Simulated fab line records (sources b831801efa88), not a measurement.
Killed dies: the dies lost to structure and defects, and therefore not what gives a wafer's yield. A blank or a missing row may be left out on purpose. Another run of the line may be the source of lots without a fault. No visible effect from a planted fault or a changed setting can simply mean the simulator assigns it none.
2 desks looking at one fault | flow sky130 | only its own numbers are on each desk; what lay behind them is given at the end

== THE TOOL OWNER'S DESK: pvdSputter-04 ==
The tool's own readings at SKY_METAL4_SPUTTER_03 (material Ti, target thk 5 nm, time 3.3 s): means of the sampled wafers that have a number, for each lot that ran on this tool. Any lot whose mean is over 4 standard deviations away from the usual mean is out of limits and marked OUT; that distance is given in the brackets.
Columns: A = cathodeDcPowerW at SKY_METAL4_SPUTTER_03, usual 2999.9 W; B = chamberPressurePa at SKY_METAL4_SPUTTER_03, usual 0.4000 Pa; C = throttleValvePct at SKY_METAL4_SPUTTER_03, usual 29.6 %
lot  | first seen here | A                        | B      | C
L219 | day 39 20:07    | 2999.7                   | 0.4004 | 29.5
L222 | day 40 21:43    | 3000.1                   | 0.4007 | 29.4
L223 | day 41 07:25    | 3000.4                   | 0.4000 | 29.4
L226 | day 41 20:29    | 2999.8                   | 0.3997 | 29.0
L231 | day 43 14:33    | 3000.0                   | 0.3999 | 28.8
L239 | day 45 15:39    | 3208.1 (+99 or more) OUT | 0.3998 | 29.3
L240 | day 46 00:55    | 3208.0 (+99 or more) OUT | 0.4007 | 29.2
This desk finds L239, L240 out of limits, L239 being first, at day 45 15:39 (cathodeDcPowerW at SKY_METAL4_SPUTTER_03). L219, L222, L223, L226, L231: within limits.

== METROLOGY DESK ==
What the gauges read, lot by lot, whatever tool the lot ran on: means of the sampled wafers that have a number. Any lot whose mean is over 4 standard deviations away from the usual mean is out of limits and marked OUT; that distance is given in the brackets.
Columns: A = VIA3_OVL at SKY_VIA3_OVL_MEAS_13, usual 2 nm; B = VIA3_W_THK at SKY_VIA3_THK_MEAS_23, usual 387 nm
lot  | first seen here | A  | B
L219 | day 39 18:36    | 6  | 382
L220 | day 40 06:04    | 1  | 385
L222 | day 40 20:10    | -5 | 388
L223 | day 41 05:47    | 5  | 385
L224 | day 41 16:59    | 2  | 391
L225 | day 41 17:13    | 8  | 390
L226 | day 41 18:56    | 5  | 378
L231 | day 43 12:56    | -5 | 385
L232 | day 44 04:57    | 0  | 389
L239 | day 45 13:34    | 2  | 394
L240 | day 45 23:02    | 3  | 388
L242 | day 46 03:17    | -2 | 390
Finding of this desk: none of the 12 lots has anything out of limits.

== ALL TOGETHER ==
On L239, L240, at day 45 15:39, an alarm was possible from the tool owner's desk.
Nothing out of limits was seen by the metrology desk.
The metrology desk holds a record of L239, L240, inside its limits.
Every lot named ran SKY_METAL4_SPUTTER_03 on pvdSputter-04.

== WHAT HAD BEEN PUT IN BY THE SIMULATOR ==
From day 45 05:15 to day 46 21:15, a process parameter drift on pvdSputter-04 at SKY_METAL4_SPUTTER_03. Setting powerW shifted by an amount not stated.
Struck lots among those shown: L239, L240.
Delay in hours, fault start to first out-of-limits reading, by desk: the tool owner's desk at 10.
